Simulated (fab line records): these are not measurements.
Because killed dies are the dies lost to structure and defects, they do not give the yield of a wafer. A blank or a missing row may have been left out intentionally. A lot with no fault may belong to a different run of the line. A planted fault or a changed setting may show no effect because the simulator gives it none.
Which of the tools did it? | flow gf180mcu | Sampling: 6 lots, 18 wafers, 2 of 602 route steps

== WHAT EACH GAUGE READ, for each wafer ==
GF_STI_THK_MEAS_30.
lot  | measured    | on           | STI_OXIDATION_02_THK (nm)
L532 | day 2 14:16 | filmMetro-01 | 9.91 9.83 9.74
L536 | day 3 08:22 | filmMetro-03 | 10.24 10.12 10.21
L538 | day 3 20:25 | filmMetro-03 | 10.01 9.83 10.01
L542 | day 4 15:50 | filmMetro-01 | 9.88 10.04 9.85
L546 | day 5 12:56 | filmMetro-02 | 7.33 7.17 7.15
L552 | day 6 19:56 | filmMetro-03 | 10.11 10.11 9.94

== WHICH TOOL RAN EACH LOT (tool, then ch and the chambers of the sampled wafers, then the start) ==
lot  | GF_STI_OXIDATION_29
L532 | furnace-02 ch 0, day 2 12:52
L536 | furnace-01 ch 0, day 3 06:58
L538 | furnace-01 ch 0, day 3 19:01
L542 | furnace-01 ch 0, day 4 14:26
L546 | furnace-01 ch 0, day 5 11:32
L552 | furnace-02 ch 0, day 6 18:32
- GF_STI_OXIDATION_29: stabilise 600 s, purge 300 s, target thk 10 nm.

== THE ANSWER, worked out from the rows above alone ==
Rule: the usual values come from the lots themselves. The widest of any qualifying gaps counts: lots, ordered by their means at a reading, are off when they make up no more than a third of the lots, leave a main group of 4 or more, and stand apart from it by 3 or more times the standard deviation of that group's means. The tables above print the reading to a certain number of digits; a main group whose means all agree to those digits is not used. A lot without any number at a reading at which 4 lots or more have one is off too. Where the step has rows for the other lots, those lots are counted as sound.
Off: L546, seen at GF_STI_THK_MEAS_30 (STI_OXIDATION_02_THK). For the main group the mean is 9.99 nm and the standard deviation 0.12.
If a tool, at a process step before that reading, ran all the lots that are off and no sound lot after the first of them, it fits. Gauges at GF_STI_THK_MEAS_30: tried the same way as those tools. Can't be told from this: 2 tools fit, furnace-01 at GF_STI_OXIDATION_29, filmMetro-02 at GF_STI_THK_MEAS_30.

== WHAT THE SIMULATOR HAD PUT IN ==
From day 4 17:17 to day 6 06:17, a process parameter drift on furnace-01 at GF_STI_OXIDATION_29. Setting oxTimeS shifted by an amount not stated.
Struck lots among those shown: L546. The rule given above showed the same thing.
